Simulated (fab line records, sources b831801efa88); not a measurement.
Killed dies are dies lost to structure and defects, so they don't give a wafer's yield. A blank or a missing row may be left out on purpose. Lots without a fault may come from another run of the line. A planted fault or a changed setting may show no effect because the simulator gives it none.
fab line records | flow sky130
record lots=12 wafers=36 last_day=50
route steps=708 shown VIA1@479 VIA4@651 METAL5@665 PAD_OPEN@708
lots that met no fault: from a run of the same line without faults
start_h: hours from the record's first day to the start of the lot's first wafer shown | wait_h: hours since the lot's step before | " the same as in the row above | L1.1+2: a row that stands for several wafers | - no value, or no start given | * or withheld: withheld | < > ~ a bound
route shown NAME@n: a module of which the file shows steps, and the number in the route of the first | usual: mean/standard deviation of fault-free wafers | same: alike in all rows | chamber/n: place in a boat | sites: the reading at each site | _std_site: their standard deviation | _edge_site: outer sites' mean less inner sites' | radius_mm: how far each site lies from the wafer's centre | mask NAME#n: copy n | behind: the tool/chamber that last shaped the wafer | hold: why the lot was held/for how many hours/how that ended | device: the transistor (n, p or np) that didn't switch | end of line: the same wafers' tests at the end of the route | a step without rows: its recipe alone | killed: dies lost to structure and defects at the first sort, not the wafer's yield | map: a wafer's dies, x killed, . not, _ none there
set.NAME: the setting as run; set.NAME@STEP: as run at that earlier step | model.NAME: the simulator's own value behind a step, which no gauge read
steps of the route over a sample of lots; a table a step, a row a wafer
services: from which hour (start_h, from the record's first day; less than 0 if before it) a tool's chamber was out of use, for how many hours, and why
## steps
# step SKY_VIA1_CVD_21
# recipe material=W target_thk_nm=270 time_s=80.902 temp_c=400 pressure_torr=40
# usual heater_power_w=869/71
# columns lot.wafer tool chamber start_h wait_h heater_power_w
L965.2 cvd_w-01 1 810.42 0.0 963
L965.3 " 1 " " 980
L965.5 " 1 " " 988
L967.1 cvd_w-01 0 830.09 0.0 766
L967.5 " 0 " " 780
L967.6 " 1 " " 967
L968.1 cvd_w-01 0 830.37 0.0 804
L968.2 " 1 " " 949
L968.4 " 0 " " 797
L970.2 cvd_w-01 0 835.65 0.0 785
L970.4 " 0 " " 785
L970.5 " 0 " " 788
L969.3 cvd_w-01 0 843.69 0.1 775
L969.4 " 1 " " 946
L969.6 " 0 " " 786
L975.2 cvd_w-01 0 891.07 0.0 779
L975.3 " 1 " " 951
L975.6 " 1 " " 970
L973.3 cvd_w-01 0 894.02 0.1 793
L973.4 " 1 " " 974
L973.5 " 0 " " 791
L972.2 cvd_w-01 0 896.42 0.0 785
L972.4 " 0 " " 793
L972.6 " 0 " " 779
L978.1 cvd_w-01 1 899.49 0.0 939
L978.3 " 0 " " 777
L978.5 " 1 " " 965
L977.2 cvd_w-01 1 902.28 0.0 954
L977.5 " 0 " " 778
L977.6 " 1 " " 970
L974.2 cvd_w-02 0 903.73 0.0 888
L974.3 " 0 " " 892
L974.5 " 0 " " 900
L987.4 cvd_w-02 0 952.76 0.1 914
L987.5 " 0 " " 913
L987.6 " 1 " " 841
# step SKY_VIA4_ETCH_12
# recipe target=SiO2 chemistry=C4F8/O2/Ar stop_on=TiN mask_material=NOVOLAK source_w=1500 bias_w=1200 pressure_mtorr=40 c4f8_flow_sccm=withheld O2_flow_sccm=6 Ar_flow_sccm=300 time_s=withheld target_depth_a=5800
# usual oes_product_au=0.925/0.0045
# columns lot.wafer tool chamber start_h wait_h oes_product_au
L965.2 rie_diel-03 1 1017.53 0.0 0.930
L965.3 " 0 " " 0.920
L965.5 " 1 " " 0.924
L967.1 rie_diel-03 1 1036.72 0.0 0.920
L967.5 " 0 " " 0.927
L967.6 " 1 " " 0.923
L968.1 rie_diel-04 1 1037.41 0.0 0.936
L968.2 " 3 " " 0.922
L968.4 " 2 " " 0.930
L970.2 rie_diel-03 0 1038.42 0.0 0.926
L970.4 " 0 " " 0.931
L970.5 " 2 " " 0.926
L969.3 rie_diel-04 2 1048.11 0.0 0.922
L969.4 " 0 " " 0.928
L969.6 " 2 " " 0.924
L975.2 rie_diel-04 2 1085.67 0.0 0.924
L975.3 " 1 " " 0.928
L975.6 " 3 " " 0.924
L973.3 rie_diel-02 0 1087.72 0.0 0.923
L973.4 " 3 " " 0.928
L973.5 " 0 " " 0.926
L972.2 rie_diel-02 3 1094.12 0.0 0.931
L972.4 " 2 " " 0.923
L972.6 " 1 " " 0.922
L978.1 rie_diel-04 1 1095.73 0.0 0.927
L978.3 " 2 " " 0.922
L978.5 " 0 " " 0.920
L977.2 rie_diel-04 1 1097.18 0.0 0.923
L977.5 " 2 " " 0.922
L977.6 " 1 " " 0.925
L974.2 rie_diel-02 2 1099.02 0.0 0.925
L974.3 " 1 " " 0.930
L974.5 " 2 " " 0.919
L987.4 rie_diel-03 1 1137.76 0.0 0.925
L987.5 " 3 " " 0.923
L987.6 " 0 " " 0.932
# step SKY_METAL5_SPUTTER_04
# recipe material=TiN target_thk_nm=70 power_w=6500 time_s=58.3 chamber_pressure_pa=0.4
# usual throttle_valve_pct=29.7/1
# columns lot.wafer tool chamber start_h wait_h throttle_valve_pct
L965.2 pvd_sputter-03 - 1019.37 0.0 30.2
L965.3 " - " " 31.7
L965.5 " - " " 30.0
L967.1 pvd_sputter-01 - 1038.20 0.0 28.5
L967.5 " - " " 30.2
L967.6 " - " " 28.4
L968.1 pvd_sputter-01 - 1038.91 0.0 28.7
L968.2 " - " " 30.2
L968.4 " - " " 28.8
L970.2 pvd_sputter-01 - 1039.90 0.0 28.6
L970.4 " - " " 28.9
L970.5 " - " " 28.4
L969.3 pvd_sputter-01 - 1049.58 0.0 30.5
L969.4 " - " " 28.5
L969.6 " - " " 30.6
L975.2 pvd_sputter-04 - 1087.41 0.0 30.6
L975.3 " - " " 30.7
L975.6 " - " " 30.8
L973.3 pvd_sputter-04 - 1089.24 0.0 30.6
L973.4 " - " " 30.4
L973.5 " - " " 30.8
L972.2 pvd_sputter-03 - 1095.63 0.0 32.1
L972.4 " - " " 30.4
L972.6 " - " " 30.6
L978.1 pvd_sputter-03 - 1097.24 0.0 29.9
L978.3 " - " " 30.2
L978.5 " - " " 31.9
L977.2 pvd_sputter-01 - 1098.67 0.0 28.9
L977.5 " - " " 28.4
L977.6 " - " " 28.4
L974.2 pvd_sputter-04 - 1100.82 0.0 28.6
L974.3 " - " " 30.7
L974.5 " - " " 28.5
L987.4 pvd_sputter-04 - 1139.33 0.0 28.3
L987.5 " - " " 30.6
L987.6 " - " " 29.5
# step SKY_METAL5_METAL_ETCH_15
# recipe target_depth_a=12600 stop_on=SiO2 over_etch_frac=0.2 time_s=252 chemistry=Cl2/BCl3 resist_sidewall_deg=86 pressure_mtorr=10 icp_w=900 bias_w=48.5 Cl2_flow_sccm=60 bcl3_flow_sccm=30
# usual drypump_motor_current_A=6.1/0.49 oes_product_au=0.893/0.0056 throttle_valve_pct=22.265/0.0091
# columns lot.wafer tool chamber start_h wait_h drypump_motor_current_A oes_product_au rf_hours_counter_h throttle_valve_pct
L965.2 rie_metal-03 0 1040.81 0.0 6.2 0.888 8 22.260
L965.3 " 1 " " 5.1 0.893 - 22.260
L965.5 " 1 " " 5.1 0.905 - 22.277
L967.1 rie_metal-04 0 1060.36 0.0 6.3 0.898 3 22.260
L967.5 " 1 " " 6.5 0.892 - 22.254
L967.6 " 0 " " 6.3 0.901 - 22.255
L968.1 rie_metal-01 1 1060.66 0.0 5.8 0.886 23 22.254
L968.2 " 0 " " 6.3 0.890 19 22.280
L968.4 " 1 " " 5.7 0.901 - 22.256
L970.2 rie_metal-04 1 1061.28 0.0 6.5 0.893 1 22.267
L970.4 " 1 " " 6.5 0.895 - 22.257
L970.5 " 0 " " 6.3 0.896 - 22.263
L969.3 rie_metal-04 1 1071.36 0.1 6.5 0.894 - 22.268
L969.4 " 0 " " 6.3 0.899 - 22.271
L969.6 " 1 " " 6.5 0.889 - 22.270
L975.2 rie_metal-03 1 1107.99 0.0 5.1 0.889 23 22.256
L975.3 " 0 " " 6.3 0.889 - 22.269
L975.6 " 1 " " 5.1 0.893 - 22.255
L973.3 rie_metal-03 1 1109.87 0.1 5.1 0.891 - 22.258
L973.4 " 0 " " 6.2 0.894 - 22.284
L973.5 " 0 " " 6.3 0.895 - 22.267
L972.2 rie_metal-03 0 1116.13 0.0 6.2 0.894 13 22.264
L972.4 " 0 " " 6.2 0.903 - 22.276
L972.6 " 1 " " 5.1 0.893 - 22.274
L978.1 rie_metal-03 0 1117.29 0.0 6.2 0.900 13 22.275
L978.3 " 1 " " 5.1 0.889 - 22.274
L978.5 " 0 " " 6.2 0.903 - 22.251
L977.2 rie_metal-04 0 1118.84 0.0 6.3 0.889 7 22.262
L977.5 " 0 " " 6.3 0.889 - 22.266
L977.6 " 1 " " 6.5 0.897 - 22.278
L974.2 rie_metal-03 1 1121.07 0.0 5.1 0.894 24 22.281
L974.3 " 1 " " 5.1 0.892 - 22.258
L974.5 " 1 " " 5.1 0.894 - 22.247
L987.4 rie_metal-01 0 1159.06 0.1 6.4 0.901 - 22.252
L987.5 " 1 " " 5.7 0.897 - 22.284
L987.6 " 0 " " 6.3 0.891 - 22.264
# step SKY_PAD_OPEN_PROBE_99
# usual defect_limited_yield=82.7/2 killed_at_M0_to_M3=42/7.4 killed_at_M4_up=3.5/1.9 killed_at_contacts=24/5.2 killed_at_front_end=15/4.5 killed_at_other=0.2/0.53 killed_dies=85/9.8 killed_open=46/7.6 killed_short=39/6.5 sort_bin_3_pad_short=0.9/0.4 sort_bin_5_function=10.3/1.5 sort_bin_6_memory=6.1/1.1 sort_n_pass=407/9.8 sort_yield_pct=82.7/2
# same gross_dies=492 killed_at_back_side=0 sort_bin_4_leakage[%]=0 sort_bin_8_speed[%]=0
# columns lot.wafer tool chamber start_h wait_h defect_limited_yield[%] killed_at_M0_to_M3 killed_at_M4_up killed_at_contacts killed_at_front_end killed_at_other killed_dies killed_open killed_short sort_bin_3_pad_short[%] sort_bin_5_function[%] sort_bin_6_memory[%] sort_n_pass sort_yield_pct[%]
L965.2 prober-02 - 1087.57 0.1 84.6 44 1 22 9 0 76 39 37 0.6 10.4 4.5 416 84.6
L965.3 prober-02 - 1087.62 0.2 83.3 34 2 25 21 0 82 48 34 0.2 9.3 7.1 410 83.3
L965.5 prober-02 - 1087.72 0.2 82.3 44 2 37 4 0 87 51 36 0.8 10.8 6.1 405 82.3
L967.1 prober-01 - 1106.72 0.1 82.7 46 5 26 8 0 85 51 34 0.4 9.8 7.1 407 82.7
L967.5 prober-01 - 1106.92 0.2 83.5 45 4 24 8 0 81 45 36 1.0 8.3 7.1 411 83.5
L967.6 prober-01 - 1106.97 0.2 81.1 52 2 19 20 0 93 50 43 1.0 12.4 5.5 399 81.1
L968.1 prober-02 - 1106.92 0.1 83.1 40 6 22 15 0 83 43 40 1.8 9.8 5.3 409 83.1
L968.2 prober-02 - 1106.97 0.1 81.7 49 6 23 12 0 90 52 38 0.6 12.4 5.3 402 81.7
L968.4 prober-02 - 1107.07 0.2 81.1 54 2 23 14 0 93 52 41 0.4 12.2 6.3 399 81.1
L970.2 prober-01 - 1108.27 0.1 85.6 41 1 24 5 0 71 41 30 0.6 8.7 5.1 421 85.6
L970.4 prober-01 - 1108.37 0.2 82.9 40 3 27 13 1 84 47 37 0.8 9.3 6.9 408 82.9
L970.5 prober-01 - 1108.42 0.2 80.9 60 1 27 6 0 94 56 38 1.0 11.4 6.7 398 80.9
L969.3 prober-02 - 1116.84 0.2 80.5 51 4 27 14 0 96 47 49 2.4 11.2 5.9 396 80.5
L969.4 prober-02 - 1116.89 0.2 81.7 40 2 23 24 1 90 54 36 0.2 12.0 6.1 402 81.7
L969.6 prober-02 - 1116.99 0.2 79.5 54 2 24 21 0 101 59 42 2.0 12.6 5.9 391 79.5
L975.2 prober-01 - 1151.37 0.1 83.3 42 2 20 18 0 82 38 44 1.6 8.5 6.5 410 83.3
L975.3 prober-01 - 1151.42 0.2 83.5 45 3 23 10 0 81 44 37 1.2 8.3 6.9 411 83.5
L975.6 prober-01 - 1151.57 0.2 83.9 41 4 22 12 0 79 41 38 0 10.4 5.7 413 83.9
L973.3 prober-02 - 1152.86 0.2 82.1 29 3 40 16 0 88 50 38 0.8 11.0 6.1 404 82.1
L973.4 prober-02 - 1152.91 0.2 84.8 35 4 19 17 0 75 35 40 0.8 7.5 6.9 417 84.8
L973.5 prober-02 - 1152.96 0.2 86.0 31 1 29 8 0 69 34 35 0.6 8.5 4.9 423 86.0
L972.2 prober-01 - 1158.82 0.1 82.1 42 2 29 15 0 88 44 44 0.8 8.9 8.1 404 82.1
L972.4 prober-01 - 1158.92 0.2 82.9 41 1 27 15 0 84 44 40 1.0 9.3 6.7 408 82.9
L972.6 prober-01 - 1159.02 0.2 80.3 43 4 34 15 1 97 51 46 0.6 13.0 6.1 395 80.3
L978.1 prober-01 - 1160.64 0.1 86.4 31 3 21 12 0 67 34 33 0.2 7.9 5.5 425 86.4
L978.3 prober-01 - 1160.74 0.2 78.3 70 0 26 11 0 107 32 29 2.2 14.8 4.7 385 78.3
L978.5 prober-01 - 1160.84 0.2 87.0 34 3 17 9 1 64 33 31 0.4 8.7 3.9 428 87.0
L977.2 prober-02 - 1162.19 0.1 84.8 37 2 22 14 0 75 36 39 0.8 9.8 4.7 417 84.8
L977.5 prober-02 - 1162.34 0.2 74.8 88 4 15 17 0 124 42 28 3.0 15.4 6.7 368 74.8
L977.6 prober-02 - 1162.39 0.2 80.1 47 4 26 20 1 98 55 43 1.2 11.4 7.3 394 80.1
L974.2 prober-02 - 1164.50 0.1 80.7 44 1 24 25 1 95 47 48 0.8 11.4 7.1 397 80.7
L974.3 prober-02 - 1164.55 0.2 80.3 51 3 25 18 0 97 48 49 1.4 10.6 7.7 395 80.3
L974.5 prober-02 - 1164.65 0.2 85.2 34 5 20 14 0 73 33 40 1.2 8.1 5.5 419 85.2
L987.4 prober-02 - 1194.52 0.2 85.6 31 3 21 16 0 71 37 34 0.6 8.9 4.9 421 85.6
L987.5 prober-02 - 1194.57 0.2 82.9 43 2 20 19 0 84 39 45 1.0 9.8 6.3 408 82.9
L987.6 prober-02 - 1194.62 0.2 82.7 33 2 32 18 0 85 47 38 0.2 10.8 6.3 407 82.7
# killed by level:class
L965.2 VIA3:geometric_particle:open=10 VIA1:geometric_particle:open=10 LI_CONTACT:geometric_particle:open=8 VIA1:geometric_particle:short=8 METAL1:geometric_particle:short=6 LOCAL_INTERCONNECT:geometric_particle:short=5 METAL2:geometric_particle:short=5 CONTACT:geometric_particle:short=4
L965.3 LI_CONTACT:geometric_particle:open=8 VIA1:geometric_particle:open=7 CONTACT:geometric_particle:open=7 FIELD_ISO:geometric_particle:short=6 VIA2:geometric_particle:open=6 POLY_GATE:geometric_particle:open=5 FIELD_ISO:geometric_particle:open=4 LOCAL_INTERCONNECT:geometric_particle:short=4
L965.5 VIA1:geometric_particle:open=16 LOCAL_INTERCONNECT:geometric_particle:short=9 CONTACT:geometric_particle:open=9 LI_CONTACT:geometric_particle:open=8 CONTACT:geometric_particle:short=7 VIA2:geometric_particle:open=7 VIA3:geometric_particle:open=6 LI_CONTACT:geometric_particle:short=4
L967.1 VIA1:geometric_particle:open=15 CONTACT:geometric_particle:open=11 VIA3:geometric_particle:open=9 LI_CONTACT:geometric_particle:open=8 METAL2:geometric_particle:short=7 METAL1:geometric_particle:short=4 METAL4:geometric_particle:short=4 FIELD_ISO:geometric_particle:short=3
L968.1 CONTACT:geometric_particle:open=9 METAL1:geometric_particle:short=7 VIA1:geometric_particle:open=6 VIA2:geometric_particle:open=6 POLY_GATE:geometric_particle:open=5 CONTACT:geometric_particle:short=5 LI_CONTACT:geometric_particle:open=4 VIA3:geometric_particle:open=4
L967.5 VIA1:geometric_particle:open=11 VIA2:geometric_particle:open=9 LI_CONTACT:geometric_particle:open=8 CONTACT:geometric_particle:open=6 METAL2:geometric_particle:short=6 VIA1:geometric_particle:short=5 LI_CONTACT:geometric_particle:short=4 METAL1:geometric_particle:short=4
L968.2 VIA1:geometric_particle:open=14 VIA2:geometric_particle:open=9 CONTACT:geometric_particle:open=8 LI_CONTACT:geometric_particle:open=7 VIA3:geometric_particle:open=7 VIA1:geometric_particle:short=5 METAL2:geometric_particle:short=5 VIA2:geometric_particle:short=5
L967.6 VIA1:geometric_particle:open=16 METAL1:geometric_particle:short=9 METAL2:geometric_particle:short=7 FIELD_ISO:geometric_particle:short=6 FIELD_ISO:geometric_particle:open=6 CONTACT:geometric_particle:open=5 VIA3:geometric_particle:open=5 POLY_GATE:geometric_particle:short=4
L968.4 VIA1:geometric_particle:open=14 CONTACT:geometric_particle:open=9 METAL2:geometric_particle:short=9 METAL1:geometric_particle:short=9 VIA2:geometric_particle:open=8 VIA3:geometric_particle:open=7 CONTACT:geometric_particle:short=6 FIELD_ISO:geometric_particle:open=4
L970.2 VIA1:geometric_particle:open=10 CONTACT:geometric_particle:open=8 LI_CONTACT:geometric_particle:open=6 CONTACT:geometric_particle:short=6 VIA3:geometric_particle:open=5 VIA2:geometric_particle:open=5 VIA2:geometric_particle:short=5 VIA1:geometric_particle:short=3
L970.4 LI_CONTACT:geometric_particle:open=11 CONTACT:geometric_particle:open=10 METAL1:geometric_particle:short=8 VIA1:geometric_particle:open=6 METAL2:geometric_particle:short=6 FIELD_ISO:geometric_particle:open=5 FIELD_ISO:geometric_particle:short=5 VIA3:geometric_particle:open=5
L970.5 CONTACT:geometric_particle:open=15 VIA1:geometric_particle:open=14 LI_CONTACT:geometric_particle:open=8 VIA1:geometric_particle:short=7 VIA2:geometric_particle:short=7 METAL2:geometric_particle:short=6 METAL3:geometric_particle:short=5 VIA2:geometric_particle:open=4
L969.3 METAL2:geometric_particle:short=11 LI_CONTACT:geometric_particle:open=9 VIA2:geometric_particle:open=7 CONTACT:geometric_particle:short=7 VIA1:geometric_particle:open=7 VIA3:geometric_particle:open=6 CONTACT:geometric_particle:open=5 METAL1:geometric_particle:short=5
L969.4 VIA1:geometric_particle:open=9 CONTACT:geometric_particle:open=8 METAL1:geometric_particle:short=8 POLY_GATE:geometric_particle:open=7 VIA3:geometric_particle:open=7 VIA2:geometric_particle:open=6 LI_CONTACT:geometric_particle:open=6 FIELD_ISO:geometric_particle:short=5
L969.6 LI_CONTACT:geometric_particle:open=9 VIA1:geometric_particle:open=9 VIA2:geometric_particle:open=9 VIA3:geometric_particle:open=8 METAL1:geometric_particle:short=7 CONTACT:geometric_particle:open=7 METAL2:geometric_particle:short=6 VIA3:geometric_particle:short=5
L975.2 VIA1:geometric_particle:open=10 CONTACT:geometric_particle:open=8 VIA1:geometric_particle:short=7 CONTACT:geometric_particle:short=5 METAL1:geometric_particle:short=5 FIELD_ISO:geometric_particle:short=4 SPACER:geometric_particle:short=4 METAL2:geometric_particle:short=4
L975.3 VIA1:geometric_particle:open=12 VIA3:geometric_particle:open=10 CONTACT:geometric_particle:open=8 LI_CONTACT:geometric_particle:short=5 LI_CONTACT:geometric_particle:open=5 METAL1:geometric_particle:short=5 CONTACT:geometric_particle:short=4 METAL2:geometric_particle:short=4
L975.6 VIA1:geometric_particle:open=12 CONTACT:geometric_particle:open=6 VIA2:geometric_particle:open=6 VIA3:geometric_particle:open=6 LI_CONTACT:geometric_particle:open=5 CONTACT:geometric_particle:short=5 VIA1:geometric_particle:short=5 VIA2:geometric_particle:short=4
L973.3 CONTACT:geometric_particle:open=14 VIA1:geometric_particle:open=11 LI_CONTACT:geometric_particle:open=9 LOCAL_INTERCONNECT:geometric_particle:short=6 LI_CONTACT:geometric_particle:short=5 FIELD_ISO:geometric_particle:open=4 CONTACT:geometric_particle:short=4 VIA1:geometric_particle:short=4
L973.4 VIA1:geometric_particle:open=12 POLY_GATE:geometric_particle:short=6 LI_CONTACT:geometric_particle:open=6 CONTACT:geometric_particle:short=6 VIA2:geometric_particle:open=6 FIELD_ISO:geometric_particle:short=4 CONTACT:geometric_particle:open=4 METAL1:geometric_particle:short=4
L973.5 CONTACT:geometric_particle:open=14 CONTACT:geometric_particle:short=7 METAL1:geometric_particle:short=5 VIA1:geometric_particle:open=5 LI_CONTACT:geometric_particle:open=4 METAL2:geometric_particle:short=4 METAL3:geometric_particle:short=4 VIA2:geometric_particle:open=3
L972.2 VIA1:geometric_particle:open=11 LI_CONTACT:geometric_particle:open=9 METAL1:geometric_particle:short=8 CONTACT:geometric_particle:open=7 VIA3:geometric_particle:open=7 LOCAL_INTERCONNECT:geometric_particle:short=6 FIELD_ISO:geometric_particle:short=5 METAL2:geometric_particle:short=5
L972.4 CONTACT:geometric_particle:open=11 FIELD_ISO:geometric_particle:short=8 VIA2:geometric_particle:open=8 METAL1:geometric_particle:short=8 VIA1:geometric_particle:open=6 CONTACT:geometric_particle:short=5 VIA3:geometric_particle:open=5 LI_CONTACT:geometric_particle:open=4
L972.6 VIA1:geometric_particle:open=14 LI_CONTACT:geometric_particle:open=13 METAL1:geometric_particle:short=6 METAL2:geometric_particle:short=6 FIELD_ISO:geometric_particle:short=5 LI_CONTACT:geometric_particle:short=5 LOCAL_INTERCONNECT:geometric_particle:short=5 CONTACT:geometric_particle:short=5
L978.1 VIA1:geometric_particle:open=8 LI_CONTACT:geometric_particle:open=6 CONTACT:geometric_particle:open=6 VIA3:geometric_particle:open=6 POLY_GATE:geometric_particle:short=4 VIA2:geometric_particle:short=4 LOCAL_INTERCONNECT:geometric_particle:short=4 METAL2:geometric_particle:short=4
L978.3 VIA1:unspecified=46 LI_CONTACT:geometric_particle:open=9 VIA1:geometric_particle:open=7 CONTACT:geometric_particle:open=6 POLY_GATE:geometric_particle:short=5 CONTACT:geometric_particle:short=5 VIA3:geometric_particle:open=4 POLY_GATE:geometric_particle:open=3
L978.5 LI_CONTACT:geometric_particle:open=8 METAL2:geometric_particle:short=7 VIA2:geometric_particle:open=5 VIA1:geometric_particle:short=5 CONTACT:geometric_particle:open=4 METAL1:geometric_particle:short=4 VIA3:geometric_particle:short=4 POLY_GATE:geometric_particle:open=3
L977.2 METAL2:geometric_particle:short=9 CONTACT:geometric_particle:open=8 VIA1:geometric_particle:open=8 FIELD_ISO:geometric_particle:short=6 VIA2:geometric_particle:open=6 LI_CONTACT:geometric_particle:short=4 LI_CONTACT:geometric_particle:open=4 VIA3:geometric_particle:open=4
L977.5 VIA1:unspecified=54 VIA1:geometric_particle:open=11 CONTACT:geometric_particle:open=8 POLY_GATE:geometric_particle:short=5 VIA2:geometric_particle:open=5 VIA3:geometric_particle:open=5 FIELD_ISO:geometric_particle:short=4 POLY_GATE:geometric_particle:open=3
L977.6 VIA1:geometric_particle:open=12 CONTACT:geometric_particle:open=10 POLY_GATE:geometric_particle:open=7 LI_CONTACT:geometric_particle:open=6 VIA3:geometric_particle:open=6 VIA2:geometric_particle:open=6 METAL2:geometric_particle:short=5 POLY_GATE:geometric_particle:short=4
L974.2 METAL1:geometric_particle:short=10 CONTACT:geometric_particle:open=8 FIELD_ISO:geometric_particle:short=7 VIA1:geometric_particle:open=7 VIA3:geometric_particle:open=7 POLY_GATE:geometric_particle:short=6 METAL2:geometric_particle:short=6 LI_CONTACT:geometric_particle:open=6
L974.3 VIA1:geometric_particle:open=10 LI_CONTACT:geometric_particle:open=9 VIA2:geometric_particle:open=9 VIA1:geometric_particle:short=7 FIELD_ISO:geometric_particle:short=6 LOCAL_INTERCONNECT:geometric_particle:short=6 CONTACT:geometric_particle:open=6 VIA2:geometric_particle:short=6
L974.5 LI_CONTACT:geometric_particle:open=6 METAL1:geometric_particle:short=6 VIA1:geometric_particle:open=6 CONTACT:geometric_particle:short=5 VIA3:geometric_particle:open=5 FIELD_ISO:geometric_particle:short=4 LOCAL_INTERCONNECT:geometric_particle:short=4 CONTACT:geometric_particle:open=4
L987.4 LI_CONTACT:geometric_particle:open=8 LOCAL_INTERCONNECT:geometric_particle:short=7 VIA3:geometric_particle:open=6 VIA1:geometric_particle:open=5 FIELD_ISO:geometric_particle:open=4 VIA1:geometric_particle:short=4 POLY_GATE:geometric_particle:open=3 CONTACT:geometric_particle:open=3
L987.5 LOCAL_INTERCONNECT:geometric_particle:short=7 VIA2:geometric_particle:open=7 METAL1:geometric_particle:short=6 VIA1:geometric_particle:open=6 VIA3:geometric_particle:open=6 VIA1:geometric_particle:short=5 VIA2:geometric_particle:short=5 FIELD_ISO:geometric_particle:short=4
L987.6 CONTACT:geometric_particle:open=12 CONTACT:geometric_particle:short=8 FIELD_ISO:geometric_particle:short=7 VIA2:geometric_particle:open=6 VIA1:geometric_particle:open=6 VIA2:geometric_particle:short=6 FIELD_ISO:geometric_particle:open=5 LI_CONTACT:geometric_particle:open=5
## services
# columns tool chamber start_h hours kind
rie_diel-04 1 821.09 10.4 repair
rie_diel-03 0 834.21 7.7 repair
rie_metal-04 1 836.73 16.0 repair
rie_metal-03 - 837.12 0.4 repair
rie_metal-03 1 840.36 15.6 repair
rie_metal-03 - 861.10 0.4 repair
rie_metal-04 1 884.68 10.3 repair
rie_diel-04 0 885.38 18.9 repair
cvd_w-01 - 904.00 14.0 pm
rie_diel-03 1 935.57 2.7 repair
pvd_sputter-04 - 950.12 4.0 repair
cvd_w-01 - 950.70 6.9 pm
rie_metal-03 - 954.83 2.8 pm
rie_metal-03 1 958.05 20.2 repair
pvd_sputter-04 - 974.44 1.5 repair
rie_diel-03 3 988.73 6.5 repair
pvd_sputter-04 - 993.63 3.3 repair
rie_diel-03 - 1004.10 2.8 pm
rie_diel-04 0 1028.87 3.4 repair
pvd_sputter-04 - 1074.37 3.2 repair
rie_metal-04 0 1092.70 2.3 repair
rie_diel-03 0 1115.06 6.3 repair
rie_diel-04 1 1135.71 6.1 repair
rie_diel-04 3 1147.39 2.6 repair
## key
first_sign step=SKY_PAD_OPEN_PROBE_99 reading=killed_at_M0_to_M3 direction=up sigmas=5 usual=42 struck=79
effect step=SKY_PAD_OPEN_PROBE_99 reading=sort_bin_3_pad_short direction=up sigmas=4.5 usual=0.9 struck=2.6
met_at SKY_VIA1_CVD_21
struck_lots L977,L978
struck_wafers L977.5,L978.3
not_acting_at SKY_VIA4_ETCH_12,SKY_METAL5_SPUTTER_04,SKY_METAL5_METAL_ETCH_15
onset_between 896.42 899.49
fault kind=chamber_particle_source tool=cvd_w-01 chamber=0 onset_h=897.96 steps=SKY_VIA1_CVD_21 rate_per_visit_cm2=1.1445 end_h=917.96
